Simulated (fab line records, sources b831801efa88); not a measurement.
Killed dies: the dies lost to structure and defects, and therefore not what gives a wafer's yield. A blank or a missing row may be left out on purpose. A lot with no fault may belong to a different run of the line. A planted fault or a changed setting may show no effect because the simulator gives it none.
fab line records | flow sky130
record lots=11 | wafers=33 | lastDay=50
route steps=708 shown VT_ADJUST_LVTN@104 SD_N@356 SD_P@359 LI_CONTACT@386
lots with no fault: from the same line, run without faults
startH: the number of hours between the record's first day and the start of the first shown wafer of the lot | waitH: hours from the lot's prior step to this one | " unchanged from the row above | L1.1+2: several wafers, shown together as one row | - value missing, or start not given | * or withheld: withheld | < > ~ a bound
route shown NAME@n: NAME is a module with steps in the file, n the number in the route of the first one | usual: mean/standard deviation of fault-free wafers | same: alike in all rows | chamber/n: place in a boat | sites: the reading at each site | _std_site: standard deviation across them | _edge_site: mean of outer sites minus mean of inner sites | radiusMm: how far each site lies from the wafer's centre | mask NAME#n: copy n | behind: the tool/chamber that last shaped the wafer | hold: the reason the lot was held/the length of the hold in hours/how it ended | device: names the non-switching transistor (n, p or np) | end of line: at the end of the route, the tests of the same wafers | step lacking rows: just its recipe | killed: not the wafer's yield, but the dies lost to structure and defects at the first sort | map: a wafer's dies, x killed, . not, _ none there
set.NAME: setting as actually run; set.NAME@STEP: the setting as run at that earlier step | model.NAME: the simulator's own value behind a step, which no gauge read
route steps across a sampled set of lots; one table per step, one row per wafer
services: when a tool's chamber went out of use (startH, in hours from the record's first day, below 0 if earlier), for how many hours, and the reason
## steps
# step SKY_VT_ADJUST_LVTN_OVL_MEAS_07
# usual VT_ADJUST_LVTN_OVL=-0.6/1.3
lot.wafer | tool       | chamber | startH | waitH | VT_ADJUST_LVTN_OVL[nm]
L131.2    | overlay-01 | -       | 147.30 | -     | -3.7
L131.4    | "          | -       | "      | "     | -3.2
L131.5    | "          | -       | "      | "     | -4.0
L132.2    | overlay-02 | -       | 148.45 | -     | -1.8
L132.5    | "          | -       | "      | "     | 0.1
L132.6    | "          | -       | "      | "     | -3.5
L135.1    | overlay-01 | -       | 169.03 | -     | -0.2
L135.2    | "          | -       | "      | "     | -0.6
L135.6    | "          | -       | "      | "     | -1.2
L137.1    | overlay-01 | -       | 181.65 | -     | 0.8
L137.2    | "          | -       | "      | "     | -0.2
L137.5    | "          | -       | "      | "     | 0.2
L146.1    | overlay-02 | -       | 238.05 | -     | 0.4
L146.2    | "          | -       | "      | "     | 0.5
L146.5    | "          | -       | "      | "     | 0.2
L147.4    | overlay-01 | -       | 243.32 | -     | 0.4
L147.5    | "          | -       | "      | "     | 2.0
L147.6    | "          | -       | "      | "     | 2.3
L149.1    | overlay-01 | -       | 256.70 | -     | -0.8
L149.5    | "          | -       | "      | "     | -2.3
L149.6    | "          | -       | "      | "     | 0.0
L151.2    | overlay-02 | -       | 271.80 | -     | 0.3
L151.5    | "          | -       | "      | "     | 1.1
L151.6    | "          | -       | "      | "     | 0.7
L152.2    | overlay-02 | -       | 281.39 | -     | -2.1
L152.3    | "          | -       | "      | "     | -0.3
L152.6    | "          | -       | "      | "     | -1.5
L153.3    | overlay-01 | -       | 286.51 | -     | 0.6
L153.4    | "          | -       | "      | "     | -0.2
L153.5    | "          | -       | "      | "     | -1.7
L154.1    | overlay-01 | -       | 295.85 | -     | 0.1
L154.3    | "          | -       | "      | "     | -0.1
L154.4    | "          | -       | "      | "     | 0.9
# step SKY_VT_ADJUST_LVTN_STRIP_09
# recipe chemistry=O2/N2 | powerW=1400 | pressureMtorr=1500 | platenTempC=withheld | o2FlowSccm=3000 | n2FlowSccm=300 | overashFraction=0.5
# usual drypumpMotorCurrentA=5.7/0.49 | n2FlowSccm=300.1/0.78 | oesProductAu=0.723/0.0046 | stripTimeToEndpointS=36.93/0.093
lot.wafer | tool           | chamber | startH | waitH | drypumpMotorCurrentA | n2FlowSccm | oesProductAu | rfHoursCounterH | stripTimeToEndpointS
L131.2    | plasmaAsher-03 | 1       | 147.48 | 0.1   | 6.0                  | 300.0      | 0.721        | 34              | 37.02
L131.4    | "              | 0       | "      | "     | 6.1                  | 299.3      | 0.716        | -               | 37.01
L131.5    | "              | 0       | "      | "     | 6.1                  | 299.5      | 0.724        | -               | 37.06
L132.2    | plasmaAsher-03 | 0       | 148.63 | 0.1   | 6.1                  | 299.3      | 0.725        | 34              | 36.93
L132.5    | "              | 0       | "      | "     | 6.1                  | 299.9      | 0.719        | -               | 36.96
L132.6    | "              | 1       | "      | "     | 6.0                  | 302.4      | 0.717        | -               | 36.79
L135.1    | plasmaAsher-03 | 0       | 169.22 | 0.1   | 6.1                  | 300.4      | 0.725        | 36              | 37.02
L135.2    | "              | 1       | "      | "     | 5.9                  | 300.8      | 0.726        | 36              | 36.95
L135.6    | "              | 0       | "      | "     | 6.1                  | 300.0      | 0.729        | -               | 36.97
L137.1    | plasmaAsher-04 | 1       | 181.83 | 0.1   | 6.1                  | 300.4      | 0.720        | 47              | 37.10
L137.2    | "              | 0       | "      | "     | 4.8                  | 299.4      | 0.727        | 47              | 37.03
L137.5    | "              | 0       | "      | "     | 4.8                  | 297.9      | 0.722        | -               | 36.90
L146.1    | plasmaAsher-03 | 1       | 238.23 | 0.1   | 6.0                  | 300.7      | 0.728        | 43              | 36.83
L146.2    | "              | 0       | "      | "     | 6.1                  | 299.9      | 0.720        | 43              | 36.95
L146.5    | "              | 1       | "      | "     | 5.9                  | 299.6      | 0.718        | -               | 36.86
L147.4    | plasmaAsher-02 | 0       | 243.52 | 0.1   | 5.2                  | 300.4      | 0.722        | -               | 36.92
L147.5    | "              | 1       | "      | "     | 5.1                  | 299.1      | 0.727        | -               | 36.78
L147.6    | "              | 0       | "      | "     | 5.2                  | 300.5      | 0.715        | -               | 36.94
L149.1    | plasmaAsher-03 | 1       | 256.88 | 0.1   | 6.0                  | 300.4      | 0.722        | 45              | 36.81
L149.5    | "              | 1       | "      | "     | 6.0                  | 301.7      | 0.731        | -               | 36.95
L149.6    | "              | 0       | "      | "     | 6.1                  | 300.6      | 0.717        | -               | 36.88
L151.2    | plasmaAsher-03 | 0       | 271.98 | 0.1   | 6.1                  | 299.9      | 0.716        | 47              | 36.84
L151.5    | "              | 1       | "      | "     | 6.0                  | 301.0      | 0.724        | -               | 36.99
L151.6    | "              | 0       | "      | "     | 6.1                  | 300.8      | 0.717        | -               | 36.91
L152.2    | plasmaAsher-02 | 0       | 281.57 | 0.1   | 5.2                  | 300.5      | 0.731        | 60              | 36.93
L152.3    | "              | 1       | "      | "     | 5.1                  | 300.5      | 0.719        | -               | 36.92
L152.6    | "              | 0       | "      | "     | 5.2                  | 300.7      | 0.734        | -               | 36.86
L153.3    | plasmaAsher-04 | 1       | 286.72 | 0.1   | 6.1                  | 300.8      | 0.724        | -               | 36.92
L153.4    | "              | 0       | "      | "     | 4.8                  | 299.4      | 0.721        | -               | 36.94
L153.5    | "              | 0       | "      | "     | 4.8                  | 299.5      | 0.719        | -               | 36.87
L154.1    | plasmaAsher-04 | 1       | 296.03 | 0.1   | 6.1                  | 300.9      | 0.732        | 54              | 36.90
L154.3    | "              | 1       | "      | "     | 6.1                  | 301.1      | 0.721        | -               | 36.94
L154.4    | "              | 0       | "      | "     | 4.9                  | 299.7      | 0.716        | -               | 36.82
# step SKY_SD_N_RTA_14
# recipe tempC=1075 | timeS=2 | idleTempC=650 | rampUpCPerS=150 | rampDownCPerS=90 | ambient=N2
# usual lampPowerPct=15.74/0.053 | wafer_temp_C_max=1078.1/1.3
lot.wafer | tool         | chamber | startH | waitH | lampPowerPct | wafer_temp_C_max
L131.2    | rtpAnneal-02 | 0       | 654.67 | 0.0   | 15.66        | 1076.4
L131.4    | "            | 0       | "      | "     | 15.75        | 1080.2
L131.5    | "            | 0       | "      | "     | 15.79        | 1077.6
L132.2    | rtpAnneal-01 | 0       | 657.07 | 0.0   | 15.69        | 1076.5
L132.5    | "            | 0       | "      | "     | 15.56        | 1079.6
L132.6    | "            | 0       | "      | "     | 15.75        | 1076.7
L135.1    | rtpAnneal-02 | 0       | 683.11 | 0.0   | 16.49        | 1107.4
L135.2    | "            | 0       | "      | "     | 16.56        | 1109.1
L135.6    | "            | 0       | "      | "     | 16.53        | 1108.3
L137.1    | rtpAnneal-02 | 0       | 709.56 | 0.0   | 16.47        | 1109.6
L137.2    | "            | 0       | "      | "     | 16.47        | 1108.0
L137.5    | "            | 0       | "      | "     | 16.50        | 1106.0
L146.1    | rtpAnneal-01 | 0       | 770.72 | 0.0   | 15.77        | 1081.4
L146.2    | "            | 0       | "      | "     | 15.73        | 1078.3
L146.5    | "            | 0       | "      | "     | 15.90        | 1080.2
L147.4    | rtpAnneal-02 | 0       | 771.94 | 0.0   | 15.72        | 1079.2
L147.5    | "            | 0       | "      | "     | 15.78        | 1079.0
L147.6    | "            | 0       | "      | "     | 15.72        | 1079.1
L149.1    | rtpAnneal-02 | 0       | 794.66 | 0.0   | 15.75        | 1078.4
L149.5    | "            | 0       | "      | "     | 15.81        | 1076.0
L149.6    | "            | 0       | "      | "     | 15.75        | 1080.7
L151.2    | rtpAnneal-02 | 0       | 805.87 | 0.0   | 15.63        | 1078.9
L151.5    | "            | 0       | "      | "     | 15.73        | 1077.4
L151.6    | "            | 0       | "      | "     | 15.77        | 1080.2
L152.2    | rtpAnneal-01 | 0       | 817.42 | 0.0   | 15.74        | 1078.8
L152.3    | "            | 0       | "      | "     | 15.71        | 1078.1
L152.6    | "            | 0       | "      | "     | 15.77        | 1078.1
L153.3    | rtpAnneal-02 | 0       | 822.33 | 0.0   | 15.72        | 1077.6
L153.4    | "            | 0       | "      | "     | 15.76        | 1080.6
L153.5    | "            | 0       | "      | "     | 15.69        | 1076.4
L154.1    | rtpAnneal-01 | 0       | 828.56 | 0.0   | 15.66        | 1079.1
L154.3    | "            | 0       | "      | "     | 15.67        | 1078.5
L154.4    | "            | 0       | "      | "     | 15.67        | 1077.4
# step SKY_SD_N_RS_MEAS_16
# recipe thkMeasGauge=four-point-probe
# usual SD_N_RS=68.65/0.13
lot.wafer | tool         | chamber | startH | waitH | SD_N_RS[ohm/sq]
L131.2    | filmMetro-02 | -       | 654.85 | 0.1   | 68.72
L131.4    | "            | -       | "      | "     | 68.80
L131.5    | "            | -       | "      | "     | 68.65
L132.2    | filmMetro-04 | -       | 657.25 | 0.1   | 68.56
L132.5    | "            | -       | "      | "     | 68.83
L132.6    | "            | -       | "      | "     | 68.62
L135.1    | filmMetro-02 | -       | 683.28 | 0.1   | 63.38
L135.2    | "            | -       | "      | "     | 63.17
L135.6    | "            | -       | "      | "     | 63.23
L137.1    | filmMetro-04 | -       | 709.73 | 0.1   | 63.14
L137.2    | "            | -       | "      | "     | 63.19
L137.5    | "            | -       | "      | "     | 63.19
L146.1    | filmMetro-04 | -       | 770.89 | 0.1   | 68.68
L146.2    | "            | -       | "      | "     | 68.59
L146.5    | "            | -       | "      | "     | 68.75
L147.4    | filmMetro-04 | -       | 772.14 | 0.1   | 68.68
L147.5    | "            | -       | "      | "     | 68.37
L147.6    | "            | -       | "      | "     | 68.50
L149.1    | filmMetro-04 | -       | 794.83 | 0.1   | 68.49
L149.5    | "            | -       | "      | "     | 68.57
L149.6    | "            | -       | "      | "     | 68.55
L151.2    | filmMetro-04 | -       | 806.05 | 0.1   | 68.64
L151.5    | "            | -       | "      | "     | 68.32
L151.6    | "            | -       | "      | "     | 68.67
L152.2    | filmMetro-01 | -       | 817.60 | 0.1   | 68.79
L152.3    | "            | -       | "      | "     | 68.96
L152.6    | "            | -       | "      | "     | 68.58
L153.3    | filmMetro-01 | -       | 822.52 | 0.1   | 68.71
L153.4    | "            | -       | "      | "     | 68.85
L153.5    | "            | -       | "      | "     | 68.79
L154.1    | filmMetro-01 | -       | 828.73 | 0.1   | 68.77
L154.3    | "            | -       | "      | "     | 68.80
L154.4    | "            | -       | "      | "     | 68.73
# step SKY_SD_N_RS_MEAS_17
# recipe thkMeasGauge=four-point-probe
# usual SD_P_RS=147.3/0.39
lot.wafer | tool         | chamber | startH | waitH | SD_P_RS[ohm/sq]
L131.2    | filmMetro-02 | -       | 654.97 | 0.1   | 147.7
L131.4    | "            | -       | "      | "     | 147.3
L131.5    | "            | -       | "      | "     | 147.0
L132.2    | filmMetro-04 | -       | 657.37 | 0.1   | 147.0
L132.5    | "            | -       | "      | "     | 147.7
L132.6    | "            | -       | "      | "     | 147.1
L135.1    | filmMetro-02 | -       | 683.40 | 0.1   | 121.5
L135.2    | "            | -       | "      | "     | 121.8
L135.6    | "            | -       | "      | "     | 121.8
L137.1    | filmMetro-04 | -       | 709.85 | 0.1   | 121.6
L137.2    | "            | -       | "      | "     | 121.8
L137.5    | "            | -       | "      | "     | 121.5
L146.1    | filmMetro-04 | -       | 771.01 | 0.1   | 147.7
L146.2    | "            | -       | "      | "     | 147.5
L146.5    | "            | -       | "      | "     | 147.9
L147.4    | filmMetro-04 | -       | 772.26 | 0.1   | 147.9
L147.5    | "            | -       | "      | "     | 147.0
L147.6    | "            | -       | "      | "     | 146.8
L149.1    | filmMetro-04 | -       | 794.95 | 0.1   | 146.7
L149.5    | "            | -       | "      | "     | 146.8
L149.6    | "            | -       | "      | "     | 146.8
L151.2    | filmMetro-04 | -       | 806.17 | 0.1   | 147.3
L151.5    | "            | -       | "      | "     | 146.6
L151.6    | "            | -       | "      | "     | 147.2
L152.2    | filmMetro-01 | -       | 817.72 | 0.1   | 147.8
L152.3    | "            | -       | "      | "     | 147.4
L152.6    | "            | -       | "      | "     | 147.5
L153.3    | filmMetro-01 | -       | 822.64 | 0.1   | 147.2
L153.4    | "            | -       | "      | "     | 147.9
L153.5    | "            | -       | "      | "     | 146.7
L154.1    | filmMetro-01 | -       | 828.85 | 0.1   | 147.6
L154.3    | "            | -       | "      | "     | 147.6
L154.4    | "            | -       | "      | "     | 147.6
# step SKY_LI_CONTACT_CMP_24
# recipe stopOn=PSG | tOverpolishS=20 | downForcePsi=3.5 | platenRpm=60 | targetThkNm=0 | padVelocityMS=0.94248
# usual edgeZonePressureFrac=1.000/0.005 | motorCurrentA=11.3/1.1 | overpolishRunS=19.998/0.0085 | timeToEndpointS=97/4.6
lot.wafer | tool   | chamber | startH | waitH | edgeZonePressureFrac | motorCurrentA | overpolishRunS | timeToEndpointS
L131.4    | cmp-02 | 1       | 684.45 | 0.0   | 0.998                | 11.1          | 19.993         | 97
L131.2    | "      | 2       | "      | "     | 0.996                | 12.6          | 19.990         | 100
L131.5    | "      | 2       | "      | "     | 0.992                | 12.1          | 19.996         | 96
L132.2    | cmp-01 | 1       | 687.33 | 0.2   | 0.995                | 11.3          | 19.991         | 97
L132.5    | "      | 2       | "      | "     | 1.006                | 11.7          | 19.993         | 105
L132.6    | "      | 3       | "      | "     | 1.000                | 13.7          | 19.996         | 96
L135.2    | cmp-02 | 0       | 713.43 | 0.1   | 0.994                | 9.7           | 19.991         | 91
L135.1    | "      | 2       | "      | "     | 0.994                | 11.5          | 19.996         | 98
L135.6    | "      | 3       | "      | "     | 1.004                | 11.3          | 20.005         | 94
L137.2    | cmp-02 | 1       | 739.57 | 0.0   | 0.995                | 11.5          | 19.996         | 98
L137.1    | "      | 2       | "      | "     | 1.005                | 12.0          | 19.986         | 98
L137.5    | "      | 2       | "      | "     | 1.004                | 12.8          | 20.001         | 98
L146.2    | cmp-02 | 2       | 798.64 | 0.0   | 0.986                | 12.5          | 20.000         | 102
L146.1    | "      | 1       | "      | "     | 0.999                | 11.8          | 19.999         | 105
L146.5    | "      | 2       | "      | "     | 0.994                | 11.9          | 20.003         | 105
L147.4    | cmp-01 | 0       | 799.95 | 0.1   | 1.004                | 9.9           | 19.988         | 106
L147.6    | "      | 2       | "      | "     | 1.001                | 12.1          | 19.988         | 104
L147.5    | "      | 3       | "      | "     | 1.007                | 13.3          | 19.996         | 92
L149.1    | cmp-02 | 1       | 824.04 | 0.3   | 0.996                | 11.8          | 19.986         | 103
L149.5    | "      | 2       | "      | "     | 0.997                | 11.7          | 19.995         | 99
L149.6    | "      | 3       | "      | "     | 0.995                | 10.8          | 19.997         | 94
L151.2    | cmp-02 | 2       | 834.82 | 0.2   | 0.995                | 12.5          | 20.009         | 96
L151.6    | "      | 3       | "      | "     | 0.990                | 10.8          | 20.005         | 95
L151.5    | "      | 0       | "      | "     | 1.003                | 9.5           | 19.990         | 89
L152.2    | cmp-01 | 2       | 846.37 | 0.0   | 0.994                | 11.6          | 19.986         | 103
L152.3    | "      | 1       | "      | "     | 0.993                | 11.4          | 19.982         | 98
L152.6    | "      | 2       | "      | "     | 0.991                | 11.9          | 20.005         | 103
L153.3    | cmp-02 | 2       | 850.07 | 0.1   | 0.999                | 12.3          | 19.995         | 99
L153.4    | "      | 3       | "      | "     | 1.000                | 11.1          | 19.993         | 100
L153.5    | "      | 2       | "      | "     | 0.993                | 12.6          | 19.991         | 105
L154.3    | cmp-02 | 1       | 857.39 | 0.0   | 0.995                | 11.6          | 20.005         | 100
L154.1    | "      | 2       | "      | "     | 0.995                | 12.0          | 20.014         | 103
L154.4    | "      | 0       | "      | "     | 0.997                | 9.3           | 20.029         | 95
## services
tool           | chamber | startH | hours | kind
cmp-02         | -       | 124.17 | 0.7   | repair
cmp-02         | -       | 137.06 | 0.4   | repair
plasmaAsher-03 | -       | 183.27 | 1.4   | repair
cmp-02         | -       | 216.43 | 0.6   | repair
cmp-02         | -       | 232.19 | 4.0   | pm
cmp-02         | -       | 314.63 | 3.1   | repair
cmp-02         | -       | 366.70 | 0.5   | repair
plasmaAsher-03 | -       | 397.36 | 1.1   | repair
cmp-02         | -       | 418.19 | 6.7   | pm
cmp-02         | -       | 511.18 | 2.3   | repair
cmp-02         | -       | 532.53 | 0.7   | repair
plasmaAsher-03 | -       | 542.43 | 2.7   | repair
cmp-02         | -       | 561.72 | 4.0   | pm
cmp-02         | -       | 567.46 | 2.4   | repair
cmp-02         | -       | 572.19 | 4.0   | pm
cmp-02         | -       | 585.78 | 1.5   | repair
plasmaAsher-03 | -       | 592.03 | 2.8   | pm
plasmaAsher-03 | -       | 595.31 | 6.1   | repair
cmp-02         | -       | 645.01 | 10.9  | pm
plasmaAsher-03 | -       | 699.71 | 3.8   | repair
rtpAnneal-02   | -       | 762.39 | 3.9   | pm
cmp-02         | -       | 779.01 | 5.3   | pm
cmp-02         | -       | 800.21 | 2.0   | repair
cmp-02         | -       | 829.25 | 1.9   | repair
## key
firstSign step=SKY_SD_N_RTA_14 | reading=wafer_temp_C_max | direction=up | sigmas=23 | usual=* | struck=*
effect step=SKY_SD_N_RTA_14 | reading=lampPowerPct | direction=up | sigmas=14 | usual=15.74 | struck=16.50
effect step=SKY_SD_N_RS_MEAS_16 | reading=SD_N_RS | direction=down | sigmas=43 | usual=68.65 | struck=63.21
effect step=SKY_SD_N_RS_MEAS_17 | reading=SD_P_RS | direction=down | sigmas=65 | usual=147.3 | struck=121.7
metAt SKY_SD_N_RTA_14
struckLots L135,L137
testerLeftOut L135,L137
notActingAt SKY_VT_ADJUST_LVTN_OVL_MEAS_07,SKY_VT_ADJUST_LVTN_STRIP_09,SKY_LI_CONTACT_CMP_24
onsetBetween 654.67 683.11
fault kind=processParameterDrift | tool=rtpAnneal-02 | chamber=- | onsetH=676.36 | steps=SKY_SD_N_RTA_14 | channel=tempC | offset=* | shape=step | endH=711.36 | actsIn=* | stated=*
# testerLeftOut: of these lots the tester's yield and bins aren't shown, on N5 and GAA mostly nor the transistor test; their killed dies are dies lost to structure and defects alone, not to doping, threshold or leakage, so they don't give the yield
